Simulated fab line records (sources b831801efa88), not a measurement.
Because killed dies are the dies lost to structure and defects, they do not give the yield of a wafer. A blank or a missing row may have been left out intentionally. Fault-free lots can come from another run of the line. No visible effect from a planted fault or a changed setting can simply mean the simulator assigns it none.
Split-lot experiment | flow sfq line | on a route of 325 steps: 5 lots, 13 wafers read

## THE SPLIT ITSELF
At SFQ_TRILAYER_M4_LITHO_COAT_098 (resist thk 62 nm), the setting spin rpm was moved away from the recipe's 3000 rpm on 4 of the 13 wafers read, by +2.2% to +2.5%. This setting was run at the recipe's value on the other wafers.

## FROM THE SPLIT TO THE READING: what the file shows between them, 4 steps
- SFQ_TRILAYER_M4_LITHO_COAT_093: resist thk 600 nm (also split here: spin rpm)
- SFQ_TRILAYER_M4_LITHO_SOFTBAKE_097
- SFQ_TRILAYER_M4_LITHO_EXPOSE_094: exposes mask M4, target cd 500 nm
- SFQ_TRILAYER_M4_LITHO_DEVELOP_095: time 60 s

## THE READING
etch.depth nm (the simulator's own value, which no gauge read), in nm, at SFQ_TRILAYER_M4_BARC_OPEN_METAL_ETCH_123 (etches BARC in O2, target depth 125 nm, time 41.7 s). No usual value for it is given in the file. Here, 9 wafers ran the recipe; their average is 61.94 nm with a standard deviation of 0.22 nm.

wafer  | tool, chamber at the split | spin rpm as run, rpm | against the recipe | etch.depth nm, nm | against lot-mates on the recipe
L074.6 | litho track-01, 0          | 3000                 | recipe             | 61.49             | -
L076.1 | litho track-02, 0          | 3075                 | +2.5%              | 61.22             | -0.96
L076.2 | litho track-02, 0          | 3000                 | recipe             | 62.27             | -
L076.3 | litho track-02, 0          | 3000                 | recipe             | 62.12             | -
L076.5 | litho track-02, 0          | 3075                 | +2.5%              | 61.34             | -0.84
L076.6 | litho track-02, 0          | 3000                 | recipe             | 62.16             | -
L077.4 | litho track-01, 0          | 3000                 | recipe             | 61.93             | -
L077.5 | litho track-01, 0          | 3000                 | recipe             | 61.82             | -
L077.6 | litho track-01, 0          | 3000                 | recipe             | 61.94             | -
L078.1 | litho track-04, 0          | 3000                 | recipe             | 61.84             | -
L079.1 | litho track-04, 0          | 3000                 | recipe             | 61.86             | -
L079.3 | litho track-04, 0          | 3067                 | +2.2%              | 61.18             | -0.68
L079.4 | litho track-04, 0          | 3067                 | +2.2%              | 61.25             | -0.61

FIT RESULTS
A straight line over all 13 wafers: etch.depth nm changes by -0.289 nm for each +1% of spin rpm; r = -0.86; the points scatter about the line by 0.2 nm.
The same after taking each lot's own level away (the mean of its wafers on the recipe; 13 wafers): -0.33 nm for each +1%; r = -0.98; scatter 0.074 nm.
According to that fit, moving spin rpm by its largest amount changes the reading by 0.83 nm.
Across the lots, their own levels run from 61.490 to 62.183 nm, a range of 3.2 times the standard deviation given above.
Thus the slope moves with the lot-to-lot level: the two fits are different.
Check: for one of the wafers moved furthest among these (+2.5%), held out of the fit, the line's prediction against its lot-mates is -0.769 nm. It came out at -0.963 nm against them.

## THESE WAFERS: OTHER SPLITS
Before the reading, these wafers also passed through other splits. Each is held against what the fit with the lots' levels taken away leaves over:
other split on the same wafers          | wafers away from the commonest value | r with etch.depth nm (lot level and that fit taken away)
SFQ_TRILAYER_M4_LITHO_COAT_093 spin rpm | 1                                    | -0.23

## THE WHOLE CHAIN: every reading that the file lists as answering this split, in the file's order
step                                     | what it does                                        | reading                                                                                    | change (the file's fit)               | r (the file's)
SFQ_TRILAYER_M4_LITHO_COAT_098           | resist thk 62 nm                                    | BARC_of_TRILAYER_M4_LITHO_COAT_098.thk nm (the simulator's own value, which no gauge read) | -0.323 nm for each +1% of the setting | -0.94
SFQ_TRILAYER_M4_BARC_OPEN_METAL_ETCH_123 | etches BARC in O2, target depth 125 nm, time 41.7 s | etch.depth nm (the simulator's own value, which no gauge read)                             | -0.341 nm for each +1% of the setting | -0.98

## FILE'S OWN FIT
etch.depth nm changes by -0.341 nm for each +1% of spin rpm, r = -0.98.
